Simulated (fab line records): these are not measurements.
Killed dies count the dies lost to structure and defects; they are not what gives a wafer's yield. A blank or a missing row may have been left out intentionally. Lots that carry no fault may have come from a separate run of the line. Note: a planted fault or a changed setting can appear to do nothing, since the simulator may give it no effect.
Which tool was responsible? + flow gf180mcu + Sampling: 24 lots, 72 wafers, 6 of 602 route steps

== WHAT THE GAUGES SHOWED, per wafer ==
GF_HV_LDD_OVL_MEAS_47. Usual: HV_LDD_03_OVL -0.2 nm, standard deviation 1.8.
| lot  | measured     | on         | HV_LDD_03_OVL (nm) | flag |
|------|--------------|------------|--------------------|------|
| L074 | day 12 08:27 | overlay-01 | 0.9 1.4 0.5        |      |
| L075 | day 12 17:06 | overlay-01 | 0.4 0.4 -0.7       |      |
| L076 | day 13 11:31 | overlay-02 | 1.4 2.6 1.7        |      |
| L077 | day 13 20:38 | overlay-02 | -1.7 -1.9 -0.3     |      |
| L078 | day 13 20:41 | overlay-01 | 3.5 2.6 3.0        |      |
| L079 | day 14 01:56 | overlay-01 | -3.8 -2.9 -2.9     |      |
| L080 | day 14 06:50 | overlay-02 | -0.5 -1.0 -1.7     |      |
| L081 | day 14 20:23 | overlay-01 | 0.8 1.5 0.0        |      |
| L082 | day 15 06:09 | overlay-02 | -3.1 -2.8 -2.0     |      |
| L083 | day 15 16:34 | overlay-01 | -0.6 -1.0 -1.2     |      |
| L084 | day 15 20:18 | overlay-01 | -0.2 -0.2 -1.1     |      |
| L085 | day 16 00:01 | overlay-01 | -0.6 -1.1 -0.5     |      |
| L086 | day 16 03:53 | overlay-02 | 2.1 0.7 1.6        |      |
| L087 | day 16 17:23 | overlay-01 | -2.0 -2.3 -1.4     |      |
| L088 | day 17 01:02 | overlay-02 | -1.6 0.6 -0.4      |      |
| L089 | day 17 08:11 | overlay-01 | 1.6 1.2 0.5        |      |
| L090 | day 17 20:35 | overlay-01 | -0.4 -1.5 -0.6     |      |
| L091 | day 18 17:32 | overlay-01 | 0.8 1.0 0.4        |      |
| L092 | day 18 15:17 | overlay-02 | -1.1 0.8 0.0       |      |
| L093 | day 18 21:43 | overlay-02 | -2.5 -4.2 -3.7     |      |
| L094 | day 19 04:56 | overlay-02 | 2.8 3.5 2.6        |      |
| L095 | day 19 10:59 | overlay-01 | -0.3 -0.3 -0.4     |      |
| L096 | day 19 16:16 | overlay-02 | 0.8 0.3 0.5        |      |
| L097 | day 20 09:07 | overlay-02 | -0.1 -1.4 0.2      |      |

GF_TOP_METAL_CD_MEAS_14: target cd 440 nm. Usual: cd nm at 439.9 nm, with a standard deviation of 2.1.
| lot  | measured     | on        | cd nm (nm)        | flag |
|------|--------------|-----------|-------------------|------|
| L074 | day 28 04:13 | cd sem-01 | 441.5 439.8 440.4 |      |
| L075 | day 28 07:45 | cd sem-02 | 438.5 438.3 437.3 |      |
| L076 | day 29 04:19 | cd sem-02 | 443.5 444.6 443.5 |      |
| L077 | day 29 17:16 | cd sem-02 | 439.4 438.8 439.8 |      |
| L078 | day 29 19:07 | cd sem-01 | 441.5 442.3 441.8 |      |
| L079 | day 29 22:07 | cd sem-01 | 439.6 437.3 439.2 |      |
| L080 | day 29 22:13 | cd sem-02 | 443.7 443.3 441.2 |      |
| L081 | day 30 17:41 | cd sem-02 | 442.3 442.0 443.2 |      |
| L082 | day 30 22:23 | cd sem-01 | 437.0 439.2 439.3 |      |
| L083 | day 31 09:52 | cd sem-02 | 435.2 438.2 437.5 |      |
| L084 | day 31 12:02 | cd sem-02 | 438.5 441.4 442.7 |      |
| L085 | day 31 12:14 | cd sem-02 | 439.8 439.8 441.0 |      |
| L086 | day 31 15:39 | cd sem-02 | 438.7 438.5 438.9 |      |
| L087 | day 32 04:33 | cd sem-02 | 437.7 439.6 437.0 |      |
| L088 | day 32 09:33 | cd sem-02 | 442.9 441.3 443.1 |      |
| L089 | day 32 11:52 | cd sem-01 | 439.5 438.3 439.0 |      |
| L090 | day 32 23:32 | cd sem-02 | 441.1 441.3 442.9 |      |
| L091 | day 33 15:40 | cd sem-01 | 439.9 441.2 440.5 |      |
| L092 | day 33 10:52 | cd sem-01 | 439.5 441.8 437.8 |      |
| L093 | day 33 16:21 | cd sem-02 | 439.3 438.1 435.8 |      |
| L094 | day 33 20:01 | cd sem-02 | 440.7 441.7 439.4 |      |
| L095 | day 33 23:10 | cd sem-02 | 438.1 437.2 437.3 |      |
| L096 | day 34 03:07 | cd sem-02 | 439.1 438.4 439.1 |      |
| L097 | day 34 12:12 | cd sem-02 | 441.8 442.2 440.7 |      |

GF_PASSIVATION_BOW_MEAS_14. Usual: PASSIVATION_BOW 137 um, standard deviation 11.
| lot  | measured     | on            | PASSIVATION_BOW (um) | flag |
|------|--------------|---------------|----------------------|------|
| L074 | day 29 03:04 | film metro-03 | 131 141 137          |      |
| L075 | day 29 07:22 | film metro-04 | 133 130 136          |      |
| L076 | day 30 02:17 | film metro-01 | 126 121 132          |      |
| L077 | day 30 14:58 | film metro-04 | 127 110 116          |      |
| L078 | day 30 16:55 | film metro-03 | 136 149 148          |      |
| L079 | day 30 20:34 | film metro-03 | 122 113 114          |      |
| L080 | day 30 20:25 | film metro-01 | 118 133 133          |      |
| L081 | day 31 14:17 | film metro-04 | 139 133 146          |      |
| L082 | day 31 18:56 | film metro-04 | 149 141 132          |      |
| L083 | day 32 06:31 | film metro-04 | 125 133 140          |      |
| L084 | day 32 08:07 | film metro-03 | 128 122 118          |      |
| L085 | day 32 08:40 | film metro-01 | 133 133 143          |      |
| L086 | day 32 11:58 | film metro-04 | 137 133 126          |      |
| L087 | day 33 00:04 | film metro-01 | 141 146 144          |      |
| L088 | day 33 04:58 | film metro-01 | 138 133 137          |      |
| L089 | day 33 07:39 | film metro-01 | 125 119 132          |      |
| L090 | day 33 18:09 | film metro-01 | 153 154 154          |      |
| L091 | day 34 10:02 | film metro-03 | 147 127 136          |      |
| L092 | day 34 05:37 | film metro-03 | 149 137 131          |      |
| L093 | day 34 10:55 | film metro-03 | 135 146 138          |      |
| L094 | day 34 14:35 | film metro-03 | 157 152 160          |      |
| L095 | day 34 17:55 | film metro-01 | 138 133 132          |      |
| L096 | day 34 22:01 | film metro-01 | 146 157 140          |      |
| L097 | day 35 06:07 | film metro-03 | 135 136 134          |      |

== TOOL THAT RAN EACH LOT (tool first, then ch and the chambers of the sampled wafers, then the start) ==
| lot  | GF_VT_IMPLANT_RTA_45             | GF_V1_SPUTTER_22             | GF_V5_CMP_26                  |
|------|----------------------------------|------------------------------|-------------------------------|
| L074 | rtp anneal-02 ch 0, day 7 11:16  | pvd sputter-04, day 18 00:53 | cmp-01 ch 2,3, day 27 08:13   |
| L075 | rtp anneal-02 ch 0, day 7 17:50  | pvd sputter-01, day 18 12:23 | cmp-02 ch 1,2,3, day 27 11:32 |
| L076 | rtp anneal-01 ch 0, day 8 12:27  | pvd sputter-02, day 19 16:19 | cmp-01 ch 0,2,3, day 28 08:22 |
| L077 | rtp anneal-01 ch 0, day 8 19:34  | pvd sputter-04, day 19 19:28 | cmp-01 ch 1,2, day 28 21:14   |
| L078 | rtp anneal-01 ch 0, day 8 21:18  | pvd sputter-01, day 19 23:07 | cmp-02 ch 0,1,3, day 28 23:50 |
| L079 | rtp anneal-01 ch 0, day 9 01:40  | pvd sputter-02, day 20 04:32 | cmp-01 ch 0,1,2, day 29 02:44 |
| L080 | rtp anneal-01 ch 0, day 9 07:06  | pvd sputter-01, day 20 08:14 | cmp-02 ch 0,1,3, day 29 03:05 |
| L081 | rtp anneal-02 ch 0, day 9 17:01  | pvd sputter-01, day 21 02:35 | cmp-01 ch 1,2,3, day 29 22:04 |
| L082 | rtp anneal-02 ch 0, day 10 00:12 | pvd sputter-04, day 21 13:02 | cmp-01 ch 0,1,3, day 30 02:47 |
| L083 | rtp anneal-01 ch 0, day 10 10:03 | pvd sputter-04, day 22 00:14 | cmp-02 ch 0,2,3, day 30 15:21 |
| L084 | rtp anneal-02 ch 0, day 10 10:08 | pvd sputter-04, day 22 05:40 | cmp-01 ch 0,3, day 30 17:26   |
| L085 | rtp anneal-01 ch 0, day 10 14:27 | pvd sputter-01, day 22 05:59 | cmp-02 ch 0,2, day 30 18:28   |
| L086 | rtp anneal-02 ch 0, day 10 20:27 | pvd sputter-02, day 22 11:53 | cmp-01 ch 1,2,3, day 30 21:44 |
| L087 | rtp anneal-01 ch 0, day 11 04:44 | pvd sputter-01, day 23 11:50 | cmp-01 ch 1,2,3, day 31 10:52 |
| L088 | rtp anneal-01 ch 0, day 11 14:15 | pvd sputter-02, day 23 14:28 | cmp-01 ch 0,2, day 31 15:22   |
| L089 | rtp anneal-02 ch 0, day 11 17:48 | pvd sputter-02, day 23 16:02 | cmp-01 ch 0,2, day 31 17:53   |
| L090 | rtp anneal-01 ch 0, day 12 00:11 | pvd sputter-01, day 24 10:11 | cmp-01 ch 0,1,2, day 32 07:08 |
| L091 | rtp anneal-01 ch 0, day 12 17:49 | pvd sputter-04, day 25 07:22 | cmp-01 ch 0,2,3, day 33 00:25 |
| L092 | rtp anneal-02 ch 0, day 12 18:46 | pvd sputter-02, day 25 05:32 | cmp-01 ch 0,3, day 32 18:26   |
| L093 | rtp anneal-02 ch 0, day 12 21:07 | pvd sputter-02, day 25 09:32 | cmp-02 ch 0,1,2, day 33 00:55 |
| L094 | rtp anneal-01 ch 0, day 13 05:01 | pvd sputter-04, day 25 11:50 | cmp-02 ch 0,1, day 33 03:49   |
| L095 | rtp anneal-01 ch 0, day 13 11:04 | pvd sputter-04, day 25 14:59 | cmp-01 ch 0,3, day 33 06:50   |
| L096 | rtp anneal-02 ch 0, day 13 15:33 | pvd sputter-02, day 25 16:08 | cmp-02 ch 0,1,2, day 33 11:26 |
| L097 | rtp anneal-01 ch 0, day 14 03:16 | pvd sputter-04, day 26 11:14 | cmp-02 ch 0,2,3, day 33 20:30 |
- GF_VT_IMPLANT_RTA_45: time 30 s.
- GF_V1_SPUTTER_22: material TiN, target thk 10 nm, time 40 s.
- GF_V5_CMP_26: polishes, stops on SiO2, t overpolish 15 s, target thk 0 nm.

== WHAT THE TOOLS THEMSELVES READ (means of the sampled wafers that have a number; where no wafer has one, the mark that the record gives instead) ==
GF_VT_IMPLANT_RTA_45. Usual: lamp power pct 37.4 %, standard deviation 0.78; wafer_temp_C_max 1054.9, standard deviation 1.6.
| lot  | tool          | lamp power pct (%) | wafer_temp_C_max | flag |
|------|---------------|--------------------|------------------|------|
| L074 | rtp anneal-02 | 38.3               | 1053.4           |      |
| L075 | rtp anneal-02 | 38.3               | 1052.8           |      |
| L076 | rtp anneal-01 | 36.7               | 1056.5           |      |
| L077 | rtp anneal-01 | 36.8               | 1055.8           |      |
| L078 | rtp anneal-01 | 36.8               | 1055.7           |      |
| L079 | rtp anneal-01 | 36.7               | 1055.4           |      |
| L080 | rtp anneal-01 | 36.7               | 1055.4           |      |
| L081 | rtp anneal-02 | 38.3               | 1052.5           |      |
| L082 | rtp anneal-02 | 38.3               | 1053.8           |      |
| L083 | rtp anneal-01 | 36.7               | 1055.3           |      |
| L084 | rtp anneal-02 | 38.3               | 1053.8           |      |
| L085 | rtp anneal-01 | 36.8               | 1055.4           |      |
| L086 | rtp anneal-02 | 38.3               | 1052.7           |      |
| L087 | rtp anneal-01 | 36.7               | 1056.1           |      |
| L088 | rtp anneal-01 | 36.7               | 1055.3           |      |
| L089 | rtp anneal-02 | 38.3               | 1054.1           |      |
| L090 | rtp anneal-01 | 36.8               | 1055.7           |      |
| L091 | rtp anneal-01 | 36.7               | 1057.2           |      |
| L092 | rtp anneal-02 | 38.3               | 1053.1           |      |
| L093 | rtp anneal-02 | 38.3               | 1053.5           |      |
| L094 | rtp anneal-01 | 36.8               | 1056.4           |      |
| L095 | rtp anneal-01 | 36.7               | 1056.3           |      |
| L096 | rtp anneal-02 | 38.3               | 1053.5           |      |
| L097 | rtp anneal-01 | 36.8               | 1056.1           |      |

GF_V1_SPUTTER_22. Usual: throttle valve pct at 30.1 %, with a standard deviation of 1.
| lot  | tool           | throttle valve pct (%) | flag |
|------|----------------|------------------------|------|
| L074 | pvd sputter-04 | 30.2                   |      |
| L075 | pvd sputter-01 | 29.7                   |      |
| L076 | pvd sputter-02 | 30.3                   |      |
| L077 | pvd sputter-04 | 30.2                   |      |
| L078 | pvd sputter-01 | 29.6                   |      |
| L079 | pvd sputter-02 | 30.9                   |      |
| L080 | pvd sputter-01 | 29.4                   |      |
| L081 | pvd sputter-01 | 29.7                   |      |
| L082 | pvd sputter-04 | 30.3                   |      |
| L083 | pvd sputter-04 | 30.1                   |      |
| L084 | pvd sputter-04 | 30.4                   |      |
| L085 | pvd sputter-01 | 29.1                   |      |
| L086 | pvd sputter-02 | 31.1                   |      |
| L087 | pvd sputter-01 | 29.1                   |      |
| L088 | pvd sputter-02 | 30.0                   |      |
| L089 | pvd sputter-02 | 30.4                   |      |
| L090 | pvd sputter-01 | 29.1                   |      |
| L091 | pvd sputter-04 | 30.3                   |      |
| L092 | pvd sputter-02 | 31.1                   |      |
| L093 | pvd sputter-02 | 30.5                   |      |
| L094 | pvd sputter-04 | 30.2                   |      |
| L095 | pvd sputter-04 | 30.0                   |      |
| L096 | pvd sputter-02 | 30.2                   |      |
| L097 | pvd sputter-04 | 30.3                   |      |

GF_V5_CMP_26. Usual: edge zone pressure frac 1.001, standard deviation 0.005; motor current A 11.1 A, standard deviation 0.67; overpolish run s 15.000 s, standard deviation 0.0084; platen rpm 60.00 rpm, standard deviation 0.04; time to endpoint s 85.2 s, standard deviation 2.9.
| lot  | tool   | edge zone pressure frac | motor current A (A) | overpolish run s (s) | platen rpm (rpm) | time to endpoint s (s) | flag |
|------|--------|-------------------------|---------------------|----------------------|------------------|------------------------|------|
| L074 | cmp-01 | 1.003                   | 11.3                | 14.998               | 60.01            | 84.6                   |      |
| L075 | cmp-02 | 1.000                   | 11.0                | 15.008               | 60.00            | 84.1                   |      |
| L076 | cmp-01 | 0.998                   | 10.9                | 14.995               | 60.03            | 88.5                   |      |
| L077 | cmp-01 | 1.001                   | 11.3                | 14.996               | 59.99            | 85.4                   |      |
| L078 | cmp-02 | 1.005                   | 11.1                | 15.003               | 60.00            | 82.3                   |      |
| L079 | cmp-01 | 1.002                   | 11.0                | 15.005               | 60.00            | 86.2                   |      |
| L080 | cmp-02 | 1.002                   | 11.6                | 14.995               | 60.03            | 83.5                   |      |
| L081 | cmp-01 | 0.998                   | 11.3                | 14.997               | 59.98            | 82.8                   |      |
| L082 | cmp-01 | 1.005                   | 10.8                | 14.996               | 59.97            | 87.8                   |      |
| L083 | cmp-02 | 0.997                   | 11.4                | 14.997               | 60.02            | 83.4                   |      |
| L084 | cmp-01 | 1.001                   | 10.8                | 14.997               | 60.00            | 87.7                   |      |
| L085 | cmp-02 | 1.002                   | 11.5                | 15.001               | 59.98            | 83.3                   |      |
| L086 | cmp-01 | 0.999                   | 10.9                | 15.005               | 60.00            | 91.0                   |      |
| L087 | cmp-01 | 1.000                   | 11.4                | 14.997               | 60.01            | 86.0                   |      |
| L088 | cmp-01 | 0.996                   | 10.8                | 15.001               | 59.94            | 83.4                   |      |
| L089 | cmp-01 | 0.997                   | 11.1                | 14.990               | 60.02            | 88.0                   |      |
| L090 | cmp-01 | 1.004                   | 11.5                | 15.000               | 60.01            | 83.7                   |      |
| L091 | cmp-01 | 1.000                   | 10.8                | 15.004               | 60.06            | 84.4                   |      |
| L092 | cmp-01 | 1.000                   | 11.2                | 15.006               | 60.01            | 86.5                   |      |
| L093 | cmp-02 | 1.000                   | 11.5                | 14.996               | 60.02            | 83.1                   |      |
| L094 | cmp-02 | 1.005                   | 12.1                | 15.005               | 59.98            | 83.2                   |      |
| L095 | cmp-01 | 1.007                   | 10.5                | 15.003               | 59.99            | 83.3                   |      |
| L096 | cmp-02 | 1.004                   | 11.8                | 14.998               | 59.99            | 82.4                   |      |
| L097 | cmp-02 | 0.998                   | 11.0                | 14.994               | 60.02            | 84.6                   |      |

== THE ANSWER, worked out from the rows above alone ==
Rule: take the mean of a lot's wafers that have a number; if it is more than 3 standard deviations from the usual mean, the lot is off. Also off: a lot with no number at a reading for which 4 or more lots have one. All remaining lots with rows at the step are treated as sound. Order of review: gauges by route order, followed by the tools' own readings, for which a lot's mean as printed above is used. At the first step where some lot is off, the reading lying furthest off is the one used; lots without a number count as furthest.
None of the lots is off at any reading shown; this tells nothing.

== WHAT THE SIMULATOR HAD INSERTED ==
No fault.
